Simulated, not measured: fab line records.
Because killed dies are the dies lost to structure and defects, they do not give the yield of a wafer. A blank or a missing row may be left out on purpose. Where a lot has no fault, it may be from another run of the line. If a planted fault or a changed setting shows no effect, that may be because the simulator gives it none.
fab line records | flow sky130
[record] lots = 7 | wafers = 21 | lastDay = 50
route steps=708 shown POLY_GATE@235 LDD_N@237 PAD_OPEN@708
lots with no fault: from the same line, run without faults
startH: the number of hours between the record's first day and the start of the first shown wafer of the lot | waitH: hours since the lot's step before | " same as the row above | L1.1+2: a single row standing in for several wafers | - either no value or no given start | * or withheld: withheld | < > ~ a bound
route shown NAME@n: names a module that has steps shown in the file, with the first one's number in the route | usual: mean/standard deviation taken from wafers without a fault | same: alike in all rows | chamber/n: place in a boat | sites: each site's reading | _std_site: the values' standard deviation | _edge_site: outer sites' mean less inner sites' | radiusMm: how far each site lies from the wafer's centre | mask NAME#n: copy n | behind: the tool/chamber that last shaped the wafer | hold: what put the lot on hold/how long, in hours/how the hold closed | device: whichever transistor did not switch (one of n, p or np) | end of line: tests of these same wafers at the route's end | step lacking rows: just its recipe | killed: count of dies lost to structure and defects at first sort (not the wafer's yield) | map: the dies of a wafer, with x for killed, . for not killed, _ for no die there
set.NAME: the run value of the setting; set.NAME@STEP: its run value at that earlier step | model.NAME: the simulator's own value behind a step, which no gauge read
lots seen at some steps along the route; tables by step, rows by wafer
services: a tool's chamber out of use, with start hour (startH, from the record's first day; less than 0 if before it), hours out, and reason
[[steps]]
[step SKY_POLY_GATE_THK_MEAS_21]
[recipe] reads = SiO2_of_POLY_GATE_OXIDATION_20
[usual] POLY_GATE_OXIDATION_THK = 4.02/0.072
lot.wafer | tool         | chamber | startH | waitH | POLY_GATE_OXIDATION_THK[nm]
L368.3    | filmMetro-01 | -       | 424.40 | 0.0   | 4.17
L368.4    | "            | -       | "      | "     | 4.11
L368.5    | "            | -       | "      | "     | 4.09
L374.1    | filmMetro-03 | -       | 476.77 | 0.0   | 4.10
L374.4    | "            | -       | "      | "     | 4.10
L374.6    | "            | -       | "      | "     | 3.99
L380.3    | filmMetro-03 | -       | 525.49 | 0.0   | 3.91
L380.5    | "            | -       | "      | "     | 3.96
L380.6    | "            | -       | "      | "     | 3.94
L381.1    | filmMetro-01 | -       | 544.04 | 0.0   | 4.16
L381.3    | "            | -       | "      | "     | 4.15
L381.5    | "            | -       | "      | "     | 4.17
L383.1    | filmMetro-04 | -       | 552.31 | 0.0   | 3.95
L383.2    | "            | -       | "      | "     | 3.91
L383.4    | "            | -       | "      | "     | 3.87
L384.1    | filmMetro-01 | -       | 561.12 | 0.0   | 4.03
L384.2    | "            | -       | "      | "     | 4.09
L384.6    | "            | -       | "      | "     | 4.04
L385.3    | filmMetro-01 | -       | 566.17 | 0.0   | 4.01
L385.4    | "            | -       | "      | "     | 4.07
L385.5    | "            | -       | "      | "     | 4.01
[step SKY_POLY_GATE_CD_MEAS_22]
[usual] cdNm = 149.5/2.2
lot.wafer | tool     | chamber | startH | waitH | cdNm
L368.3    | cdSem-01 | -       | 424.50 | 0.1   | 151.8
L368.4    | "        | -       | "      | "     | 150.2
L368.5    | "        | -       | "      | "     | 151.4
L374.1    | cdSem-01 | -       | 476.83 | 0.1   | 152.0
L374.4    | "        | -       | "      | "     | 150.9
L374.6    | "        | -       | "      | "     | 151.8
L380.3    | cdSem-02 | -       | 525.59 | 0.1   | 147.2
L380.5    | "        | -       | "      | "     | 146.4
L380.6    | "        | -       | "      | "     | 149.4
L381.1    | cdSem-01 | -       | 544.10 | 0.1   | 147.6
L381.3    | "        | -       | "      | "     | 146.2
L381.5    | "        | -       | "      | "     | 147.2
L383.1    | cdSem-02 | -       | 552.37 | 0.1   | 150.4
L383.2    | "        | -       | "      | "     | 151.7
L383.4    | "        | -       | "      | "     | 152.9
L384.1    | cdSem-02 | -       | 561.18 | 0.1   | 151.1
L384.2    | "        | -       | "      | "     | 147.4
L384.6    | "        | -       | "      | "     | 149.9
L385.3    | cdSem-01 | -       | 566.27 | 0.1   | 152.0
L385.4    | "        | -       | "      | "     | 152.1
L385.5    | "        | -       | "      | "     | 149.0
[step SKY_LDD_N_DEHYDRATE_00]
[recipe] tempC = 200 | timeS = 60
[step SKY_LDD_N_HMDS_01]
[recipe] primeTimeS = 60 | primeTempC = 120
[step SKY_LDD_N_COAT_02]
[recipe] resist = NOVOLAK | spinRpm = 3000 | resistThkNm = 300
[step SKY_LDD_N_SOFTBAKE_03]
[recipe] tempC = 90 | timeS = 60 | resist = NOVOLAK
[step SKY_LDD_N_EXPOSE_04]
[recipe] maskId = NTM | targetCdNm = 840 | na = 0.6 | sourceShape = conventional | sigmaOuter = 0.6 | doseMj = 110
[step SKY_LDD_N_PEB_05]
[recipe] tempC = withheld | timeS = * | resist = NOVOLAK
[step SKY_LDD_N_DEVELOP_06]
[recipe] developTimeS = 60 | devTempC = 23
[step SKY_LDD_N_OVL_MEAS_07]
[usual] LDD_N_OVL = -0.9/1.4
lot.wafer | tool       | chamber | startH | waitH | LDD_N_OVL[nm]
L368.3    | overlay-02 | -       | 455.68 | 0.1   | -2.3
L368.4    | "          | -       | "      | "     | -1.3
L368.5    | "          | -       | "      | "     | -1.0
L374.1    | overlay-02 | -       | 508.01 | 0.1   | 1.6
L374.4    | "          | -       | "      | "     | -0.1
L374.6    | "          | -       | "      | "     | 1.9
L380.3    | overlay-02 | -       | 555.41 | 0.1   | -1.8
L380.5    | "          | -       | "      | "     | -0.6
L380.6    | "          | -       | "      | "     | -1.3
L381.1    | overlay-02 | -       | 573.76 | 0.1   | -2.4
L381.3    | "          | -       | "      | "     | -0.8
L381.5    | "          | -       | "      | "     | -2.7
L383.1    | overlay-02 | -       | 581.51 | 0.1   | -2.1
L383.2    | "          | -       | "      | "     | -2.0
L383.4    | "          | -       | "      | "     | 0.3
L384.1    | overlay-02 | -       | 590.65 | 0.1   | -2.8
L384.2    | "          | -       | "      | "     | -4.1
L384.6    | "          | -       | "      | "     | -3.9
L385.3    | overlay-02 | -       | 595.36 | 0.1   | -0.6
L385.4    | "          | -       | "      | "     | -0.7
L385.5    | "          | -       | "      | "     | -0.9
[step SKY_LDD_N_IMPLANT_08]
[recipe] species = As | energyKev = 20 | doseCm2 = 7.5e+13 | tiltDeg = withheld | rotationDeg = 23
[step SKY_LDD_N_IMPLANT_09]
[recipe] species = As | energyKev = 20 | doseCm2 = 7.5e+13 | tiltDeg = withheld | rotationDeg = 113
[step SKY_LDD_N_IMPLANT_10]
[recipe] species = As | energyKev = 20 | doseCm2 = 7.5e+13 | tiltDeg = withheld | rotationDeg = 203
[usual] beamEnergyKeV = 20.000/0.0061
lot.wafer | tool         | chamber | startH | waitH | beamEnergyKeV | model.implant.rpNm | model.implant.drpNm
L368.3    | implanter-03 | 0       | 456.05 | 0.1   | 20.009        | 15.36              | 7.212
L368.4    | "            | 0       | "      | "     | 19.994        | 15.36              | 7.212
L368.5    | "            | 0       | "      | "     | 20.006        | 15.36              | 7.212
L374.1    | implanter-01 | 0       | 508.35 | 0.1   | 19.994        | 15.92              | 7.212
L374.4    | "            | 0       | "      | "     | 20.000        | 15.92              | 7.212
L374.6    | "            | 0       | "      | "     | 19.997        | 15.92              | 7.212
L380.3    | implanter-03 | 0       | 555.79 | 0.1   | 18.224        | 14.45              | 6.766
L380.5    | "            | 0       | "      | "     | 18.210        | 14.45              | 6.766
L380.6    | "            | 0       | "      | "     | 18.218        | 14.45              | 6.766
L381.1    | implanter-03 | 0       | 574.10 | 0.1   | 18.230        | 14.61              | 6.766
L381.3    | "            | 0       | "      | "     | 18.236        | 14.61              | 6.766
L381.5    | "            | 0       | "      | "     | 18.226        | 14.61              | 6.766
L383.1    | implanter-03 | 0       | 581.85 | 0.1   | 18.244        | 14.63              | 6.766
L383.2    | "            | 0       | "      | "     | 18.226        | 14.63              | 6.766
L383.4    | "            | 0       | "      | "     | 18.236        | 14.63              | 6.766
L384.1    | implanter-02 | 0       | 590.99 | 0.1   | 20.003        | 15.8               | 7.212
L384.2    | "            | 0       | "      | "     | 20.001        | 15.8               | 7.212
L384.6    | "            | 0       | "      | "     | 19.997        | 15.8               | 7.212
L385.3    | implanter-02 | 0       | 595.74 | 0.1   | 19.998        | 16.15              | 7.212
L385.4    | "            | 0       | "      | "     | 19.996        | 16.15              | 7.212
L385.5    | "            | 0       | "      | "     | 19.998        | 16.15              | 7.212
[step SKY_LDD_N_IMPLANT_11]
[recipe] species = As | energyKev = 20 | doseCm2 = 7.5e+13 | tiltDeg = withheld | rotationDeg = 293
[step SKY_PAD_OPEN_PROBE_99]
[usual] killed_at_M0_to_M3 = 43/6.8 | killed_at_M4_up = 3.2/1.8 | killedAtContacts = 24/5.2 | killedAtFrontEnd = 15/4.2 | killedAtOther = 0.4/0.62 | killedDies = 85/8.7 | killedOpen = 46/6.7 | killedShort = 39/5.9
[same] grossDies = 492 | killedAtBackSide = 0
lot.wafer | tool      | chamber | startH  | waitH | killed_at_M0_to_M3 | killed_at_M4_up | killedAtContacts | killedAtFrontEnd | killedAtOther | killedDies | killedOpen | killedShort
L368.3    | prober-01 | -       | 1112.77 | 0.2   | 43                 | 4               | 30               | 19               | 0             | 96         | 45         | 51
L368.4    | prober-01 | -       | 1112.82 | 0.2   | 47                 | 4               | 27               | 15               | 0             | 93         | 56         | 37
L368.5    | prober-01 | -       | 1112.87 | 0.2   | 39                 | 4               | 35               | 8                | 0             | 86         | 48         | 38
L374.1    | prober-01 | -       | 1139.70 | 0.1   | 49                 | 2               | 27               | 18               | 2             | 98         | 60         | 37
L374.4    | prober-01 | -       | 1139.85 | 0.2   | 49                 | 5               | 26               | 20               | 0             | 100        | 57         | 43
L374.6    | prober-01 | -       | 1139.95 | 0.2   | 38                 | 4               | 20               | 20               | 0             | 82         | 44         | 38
L380.3    | prober-02 | -       | 1173.38 | 0.2   | 48                 | 5               | 25               | 21               | 2             | 101        | 51         | 49
L380.5    | prober-02 | -       | 1173.48 | 0.2   | 46                 | 4               | 23               | 15               | 2             | 90         | 46         | 42
L380.6    | prober-02 | -       | 1173.53 | 0.2   | 42                 | 2               | 29               | 17               | 0             | 90         | 50         | 40
L381.1    | prober-01 | -       | 1181.44 | 0.1   | 45                 | 4               | 20               | 17               | 0             | 86         | 36         | 50
L381.3    | prober-01 | -       | 1181.54 | 0.2   | 33                 | 2               | 26               | 20               | 0             | 81         | 41         | 40
L381.5    | prober-01 | -       | 1181.64 | 0.2   | 34                 | 1               | 24               | 13               | 1             | 73         | 42         | 31
L383.1    | prober-01 | -       | 1187.36 | 0.1   | 35                 | 3               | 21               | 17               | 0             | 76         | 44         | 32
L383.2    | prober-01 | -       | 1187.41 | 0.1   | 46                 | 4               | 23               | 9                | 0             | 82         | 45         | 37
L383.4    | prober-01 | -       | 1187.51 | 0.2   | 56                 | 3               | 23               | 14               | 0             | 96         | 46         | 49
L384.1    | prober-02 | -       | 1190.63 | 0.1   | 51                 | 1               | 21               | 9                | 1             | 83         | 44         | 38
L384.2    | prober-02 | -       | 1190.68 | 0.1   | 50                 | 3               | 32               | 14               | 1             | 100        | 52         | 47
L384.6    | prober-02 | -       | 1190.88 | 0.2   | 42                 | 4               | 26               | 11               | 0             | 83         | 42         | 39
L385.3    | prober-01 | -       | 1191.26 | 0.2   | 45                 | 1               | 20               | 17               | 1             | 84         | 51         | 32
L385.4    | prober-01 | -       | 1191.31 | 0.2   | 48                 | 5               | 18               | 10               | 0             | 81         | 47         | 34
L385.5    | prober-01 | -       | 1191.36 | 0.2   | 27                 | 1               | 19               | 17               | 1             | 65         | 37         | 27
// killed by level:class
L368.3 CONTACT:geometricParticle:open=10 METAL1:geometricParticle:short=9 VIA1:geometricParticle:open=8 VIA2:geometricParticle:open=8 POLY_GATE:geometricParticle:short=6 METAL2:geometricParticle:short=6 LI_CONTACT:geometricParticle:short=6 LI_CONTACT:geometricParticle:open=6
L368.4 VIA1:geometricParticle:open=13 LI_CONTACT:geometricParticle:open=8 VIA3:geometricParticle:open=8 CONTACT:geometricParticle:open=7 VIA2:geometricParticle:open=6 VIA1:geometricParticle:short=6 FIELD_ISO:geometricParticle:open=5 LI_CONTACT:geometricParticle:short=4
L368.5 CONTACT:geometricParticle:open=14 LI_CONTACT:geometricParticle:open=11 VIA1:geometricParticle:open=8 VIA2:geometricParticle:short=7 VIA1:geometricParticle:short=6 VIA3:geometricParticle:open=5 POLY_GATE:geometricParticle:short=4 CONTACT:geometricParticle:short=4
L374.1 CONTACT:geometricParticle:open=12 LI_CONTACT:geometricParticle:open=10 VIA1:geometricParticle:open=9 VIA3:geometricParticle:open=9 METAL2:geometricParticle:short=6 METAL1:geometricParticle:short=5 VIA2:geometricParticle:open=5 FIELD_ISO:geometricParticle:open=4
L374.4 VIA1:geometricParticle:open=15 CONTACT:geometricParticle:open=10 LI_CONTACT:geometricParticle:open=9 FIELD_ISO:geometricParticle:open=8 METAL2:geometricParticle:short=6 FIELD_ISO:geometricParticle:short=5 VIA1:geometricParticle:short=5 VIA2:geometricParticle:short=5
L374.6 VIA3:geometricParticle:open=9 POLY_GATE:geometricParticle:open=7 CONTACT:geometricParticle:open=7 FIELD_ISO:geometricParticle:short=6 CONTACT:geometricParticle:short=6 LI_CONTACT:geometricParticle:open=5 VIA1:geometricParticle:short=5 VIA1:geometricParticle:open=5
L380.3 VIA1:geometricParticle:open=14 CONTACT:geometricParticle:open=9 VIA2:geometricParticle:open=8 METAL2:geometricParticle:short=6 FIELD_ISO:geometricParticle:open=5 CONTACT:geometricParticle:short=5 VIA1:geometricParticle:short=5 FIELD_ISO:geometricParticle:short=4
L380.5 CONTACT:geometricParticle:open=10 METAL2:geometricParticle:short=9 VIA1:geometricParticle:short=9 LI_CONTACT:geometricParticle:open=7 VIA1:geometricParticle:open=7 FIELD_ISO:geometricParticle:short=6 VIA2:geometricParticle:open=6 VIA3:geometricParticle:open=6
L380.6 CONTACT:geometricParticle:open=16 METAL2:geometricParticle:short=7 VIA1:geometricParticle:open=7 VIA2:geometricParticle:open=7 VIA1:geometricParticle:short=6 LI_CONTACT:geometricParticle:open=5 POLY_GATE:geometricParticle:open=4 LI_CONTACT:geometricParticle:short=4
L381.1 METAL1:geometricParticle:short=10 VIA1:geometricParticle:open=9 METAL2:geometricParticle:short=7 LOCAL_INTERCONNECT:geometricParticle:short=6 CONTACT:geometricParticle:open=6 VIA3:geometricParticle:short=6 SPACER:geometricParticle:open=5 VIA1:geometricParticle:short=5
L381.3 VIA1:geometricParticle:open=8 FIELD_ISO:geometricParticle:short=7 METAL1:geometricParticle:short=7 LI_CONTACT:geometricParticle:open=7 CONTACT:geometricParticle:open=7 FIELD_ISO:geometricParticle:open=6 CONTACT:geometricParticle:short=6 LOCAL_INTERCONNECT:geometricParticle:short=4
L381.5 CONTACT:geometricParticle:open=13 VIA3:geometricParticle:open=8 VIA2:geometricParticle:open=5 CONTACT:geometricParticle:short=4 VIA1:geometricParticle:open=4 METAL1:geometricParticle:short=4 METAL2:geometricParticle:short=4 FIELD_ISO:geometricParticle:short=3
L383.1 LI_CONTACT:geometricParticle:open=7 VIA1:geometricParticle:open=7 CONTACT:geometricParticle:open=6 FIELD_ISO:geometricParticle:short=5 POLY_GATE:geometricParticle:open=4 METAL1:geometricParticle:short=4 METAL2:geometricParticle:short=4 VIA2:geometricParticle:short=4
L383.2 VIA3:geometricParticle:open=12 VIA1:geometricParticle:open=10 METAL2:geometricParticle:short=7 LOCAL_INTERCONNECT:geometricParticle:short=6 FIELD_ISO:geometricParticle:short=5 LI_CONTACT:geometricParticle:open=5 CONTACT:geometricParticle:open=5 VIA1:geometricParticle:short=5
L383.4 VIA1:geometricParticle:open=11 VIA1:geometricParticle:short=8 LI_CONTACT:geometricParticle:open=7 VIA3:geometricParticle:short=7 CONTACT:geometricParticle:open=6 VIA2:geometricParticle:open=6 METAL2:geometricParticle:short=6 VIA3:geometricParticle:open=6
L384.1 VIA1:geometricParticle:open=11 METAL2:geometricParticle:short=9 CONTACT:geometricParticle:open=7 LOCAL_INTERCONNECT:geometricParticle:short=6 VIA1:geometricParticle:short=6 METAL3:geometricParticle:short=6 VIA2:geometricParticle:open=5 VIA3:geometricParticle:open=5
L384.2 VIA1:geometricParticle:open=10 CONTACT:geometricParticle:open=9 METAL2:geometricParticle:short=9 LI_CONTACT:geometricParticle:open=7 VIA2:geometricParticle:open=7 LI_CONTACT:geometricParticle:short=5 LOCAL_INTERCONNECT:geometricParticle:short=5 CONTACT:geometricParticle:short=5
L384.6 CONTACT:geometricParticle:open=9 VIA2:geometricParticle:open=6 LOCAL_INTERCONNECT:geometricParticle:short=6 VIA1:geometricParticle:open=6 METAL2:geometricParticle:short=6 VIA3:geometricParticle:open=6 METAL4:geometricParticle:short=4 LOCAL_INTERCONNECT:geometricParticle:open=4
L385.3 CONTACT:geometricParticle:open=12 VIA3:geometricParticle:open=10 VIA2:geometricParticle:open=7 VIA1:geometricParticle:open=7 FIELD_ISO:geometricParticle:short=5 FIELD_ISO:geometricParticle:open=4 LI_CONTACT:geometricParticle:open=4 VIA2:geometricParticle:short=4
L385.4 VIA3:geometricParticle:open=10 VIA1:geometricParticle:open=9 VIA2:geometricParticle:open=9 CONTACT:geometricParticle:open=8 LI_CONTACT:geometricParticle:open=6 FIELD_ISO:geometricParticle:short=5 METAL4:geometricParticle:short=5 VIA1:geometricParticle:short=4
L385.5 LI_CONTACT:geometricParticle:open=10 VIA2:geometricParticle:open=6 CONTACT:geometricParticle:short=4 VIA1:geometricParticle:open=4 VIA3:geometricParticle:open=4 FIELD_ISO:geometricParticle:short=3 POLY_GATE:geometricParticle:short=3 SPACER:geometricParticle:open=3
[[services]]
tool         | chamber | startH | hours | kind
implanter-03 | -       | 437.06 | 1.8   | pm
implanter-03 | -       | 449.85 | 2.4   | repair
implanter-02 | -       | 503.53 | 3.3   | repair
implanter-01 | -       | 527.61 | 5.5   | repair
implanter-01 | -       | 586.32 | 25.1  | pm
implanter-03 | -       | 589.34 | 141.5 | pm
[[key]]
[firstSign] step = SKY_LDD_N_IMPLANT_10 | reading = beamEnergyKeV | direction = down | sigmas = 99+ | usual = * | struck = *
effect none on later readings
[modelEffect] step = SKY_LDD_N_IMPLANT_10 | value = implant.rpNm | without = 15.57 | struck = 14.56
metAt SKY_LDD_N_IMPLANT_10
struckWafers L380.3,L380.5,L380.6,L381.1,L381.3,L381.5,L383.1,L383.2,L383.4
testerLeftOut L380,L381,L383
onsetBetween 456.05 555.79
[fault] kind = processParameterDrift | tool = implanter-03 | chamber = - | onsetH = 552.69 | steps = SKY_LDD_N_IMPLANT_10 | channel = energyKev | offset = * | shape = step | endH = 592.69 | actsIn = * | stated = *
// testerLeftOut: of these lots the tester's yield and bins aren't shown, on N5 and GAA mostly nor the transistor test; their killed dies are dies lost to structure and defects alone, not to doping, threshold or leakage, so they don't give the yield
